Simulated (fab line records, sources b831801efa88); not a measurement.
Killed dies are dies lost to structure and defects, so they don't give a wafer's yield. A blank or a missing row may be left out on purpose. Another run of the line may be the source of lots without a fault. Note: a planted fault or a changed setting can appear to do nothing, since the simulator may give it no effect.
The tool behind it: which one? + flow gf180mcu + Sampling: 13 lots, 39 wafers, 4 of 602 route steps

## WHAT EACH GAUGE READ, for each wafer
GF_V1_OVL_MEAS_15. Usual: V1_OVL typically reads 4 nm, with standard deviation 4.9.
| lot  | measured     | on         | V1_OVL (nm) | flag |
|------|--------------|------------|-------------|------|
| L486 | day 18 02:17 | overlay-02 | 2 4 6       |      |
| L487 | day 18 12:13 | overlay-02 | 10 9 12     |      |
| L491 | day 20 01:55 | overlay-01 | 0 -1 4      |      |
| L494 | day 21 04:56 | overlay-01 | 1 -6 4      |      |
| L499 | day 22 19:58 | overlay-01 | 3 2 5       |      |
| L500 | day 23 03:29 | overlay-02 | 6 7 3       |      |
| L502 | day 23 16:48 | overlay-01 | -7 9 -4     |      |
| L503 | day 24 05:55 | overlay-01 | -4 3 -3     |      |
| L505 | day 24 23:28 | overlay-02 | 0 13 6      |      |
| L506 | day 25 10:40 | overlay-02 | 6 2 4       |      |
| L507 | day 25 14:07 | overlay-01 | 0 -2 -4     |      |
| L508 | day 26 01:20 | overlay-01 | 2 -3 -1     |      |
| L509 | day 26 10:55 | overlay-01 | 2 4 8       |      |

GF_V4_THK_MEAS_01. Usual: V4_CVD_00_THK typically reads 598 nm, with standard deviation 6.1.
| lot  | measured     | on            | V4_CVD_00_THK (nm) | flag |
|------|--------------|---------------|--------------------|------|
| L486 | day 23 10:36 | film metro-02 | 605 601 591        |      |
| L487 | day 23 18:44 | film metro-02 | 613 611 609        |      |
| L491 | day 25 07:04 | film metro-02 | 592 605 602        |      |
| L494 | day 26 06:31 | film metro-04 | 590 597 588        |      |
| L499 | day 27 15:38 | film metro-02 | 594 596 609        |      |
| L500 | day 28 01:19 | film metro-01 | 601 594 596        |      |
| L502 | day 28 09:47 | film metro-01 | 599 614 601        |      |
| L503 | day 28 23:43 | film metro-02 | 597 593 603        |      |
| L505 | day 29 12:44 | film metro-04 | 605 606 601        |      |
| L506 | day 30 00:02 | film metro-01 | 596 599 597        |      |
| L507 | day 30 03:32 | film metro-04 | 601 605 610        |      |
| L508 | day 30 10:34 | film metro-01 | 591 595 594        |      |
| L509 | day 30 19:25 | film metro-04 | 594 592 593        |      |

## TOOL THAT RAN EACH LOT (tool first, then ch and the chambers of the sampled wafers, then the start)
| lot  | GF_M2_METAL_ETCH_16               | GF_M3_SPUTTER_04             |
|------|-----------------------------------|------------------------------|
| L486 | rie metal-02 ch 0,1, day 19 05:23 | pvd sputter-02, day 20 07:52 |
| L487 | rie metal-03 ch 0,1, day 19 14:35 | pvd sputter-01, day 20 17:26 |
| L491 | rie metal-03 ch 1, day 21 03:41   | pvd sputter-01, day 22 06:24 |
| L494 | rie metal-03 ch 0,1, day 22 06:23 | pvd sputter-02, day 23 07:50 |
| L499 | rie metal-03 ch 0,1, day 23 20:08 | pvd sputter-01, day 24 20:41 |
| L500 | rie metal-02 ch 0,1, day 24 03:59 | pvd sputter-01, day 25 06:43 |
| L502 | rie metal-01 ch 0,1, day 24 16:11 | pvd sputter-01, day 25 16:38 |
| L503 | rie metal-02 ch 0, day 25 07:02   | pvd sputter-04, day 26 07:05 |
| L505 | rie metal-02 ch 0,1, day 25 23:02 | pvd sputter-01, day 26 23:19 |
| L506 | rie metal-01 ch 0,1, day 26 10:02 | pvd sputter-02, day 27 09:55 |
| L507 | rie metal-02 ch 0,1, day 26 12:40 | pvd sputter-01, day 27 12:55 |
| L508 | rie metal-03 ch 0,1, day 26 22:53 | pvd sputter-04, day 27 21:13 |
| L509 | rie metal-03 ch 0,1, day 27 08:41 | pvd sputter-04, day 28 07:16 |
- GF_M2_METAL_ETCH_16: etches the open film in Cl2/BCl3, stops on SiO2, target depth 750.8 nm, time 125.1 s.
- GF_M3_SPUTTER_04: material TiN, target thk 50 nm, time 41.7 s.

## AS READ BY THE TOOLS THEMSELVES (means over the sampled wafers that have a number; for cases with no such wafer, the mark the record gives instead)
GF_M2_METAL_ETCH_16. Usual: drypump motor current A 5.4 A, standard deviation 0.39; oes product au 0.987 a.u., standard deviation 0.0061; throttle valve pct 28.232 %, standard deviation 0.0098.
| lot  | tool         | drypump motor current A (A) | oes product au (a.u.) | throttle valve pct (%) | flag |
|------|--------------|-----------------------------|-----------------------|------------------------|------|
| L486 | rie metal-02 | 5.8                         | 0.989                 | 28.234                 |      |
| L487 | rie metal-03 | 5.2                         | 0.981                 | 28.236                 |      |
| L491 | rie metal-03 | 4.9                         | 0.985                 | 28.225                 |      |
| L494 | rie metal-03 | 5.5                         | 0.990                 | 28.241                 |      |
| L499 | rie metal-03 | 5.5                         | 0.982                 | 28.234                 |      |
| L500 | rie metal-02 | 5.8                         | 0.983                 | 28.234                 |      |
| L502 | rie metal-01 | 5.5                         | 0.998                 | 28.228                 |      |
| L503 | rie metal-02 | 5.7                         | 0.990                 | 28.230                 |      |
| L505 | rie metal-02 | 5.8                         | 0.991                 | 28.228                 |      |
| L506 | rie metal-01 | 5.4                         | 0.986                 | 28.231                 |      |
| L507 | rie metal-02 | 5.8                         | 0.987                 | 28.231                 |      |
| L508 | rie metal-03 | 5.2                         | 0.986                 | 28.232                 |      |
| L509 | rie metal-03 | 5.2                         | 0.986                 | 28.233                 |      |

GF_M3_SPUTTER_04. Usual: cathode dc power W 6500.0 W, standard deviation 1.2; throttle valve pct 30.2 %, standard deviation 0.95.
| lot  | tool           | cathode dc power W (W) | throttle valve pct (%) | flag |
|------|----------------|------------------------|------------------------|------|
| L486 | pvd sputter-02 | 6500.2                 | 29.7                   |      |
| L487 | pvd sputter-01 | 6500.1                 | 30.5                   |      |
| L491 | pvd sputter-01 | 6499.8                 | 30.7                   |      |
| L494 | pvd sputter-02 | 6500.8                 | 29.4                   |      |
| L499 | pvd sputter-01 | 6500.4                 | 29.9                   |      |
| L500 | pvd sputter-01 | 6499.2                 | 31.1                   |      |
| L502 | pvd sputter-01 | 6500.3                 | 30.8                   |      |
| L503 | pvd sputter-04 | 6499.9                 | 30.6                   |      |
| L505 | pvd sputter-01 | 6500.7                 | 31.1                   |      |
| L506 | pvd sputter-02 | 6499.7                 | 28.9                   |      |
| L507 | pvd sputter-01 | 6499.4                 | 30.5                   |      |
| L508 | pvd sputter-04 | 6500.2                 | 29.8                   |      |
| L509 | pvd sputter-04 | 6500.3                 | 30.4                   |      |

## THE ANSWER, worked out from the rows above alone
Rule: lot off if the mean of its wafers having a number is beyond 3 standard deviations from the usual mean. Also off: a lot with no number at a reading for which 4 or more lots have one. Any other lot the step has rows for is counted as sound. After the gauges, taken in route order, come the tools' own readings; for these a lot's mean is taken, as printed above. The first step at which some lot is off is used, and at that step the reading that is off furthest; a lot without a number counts as furthest.
Nothing can be told from this: no lot is off at any reading shown.

## WHAT HAD BEEN PUT IN BY THE SIMULATOR
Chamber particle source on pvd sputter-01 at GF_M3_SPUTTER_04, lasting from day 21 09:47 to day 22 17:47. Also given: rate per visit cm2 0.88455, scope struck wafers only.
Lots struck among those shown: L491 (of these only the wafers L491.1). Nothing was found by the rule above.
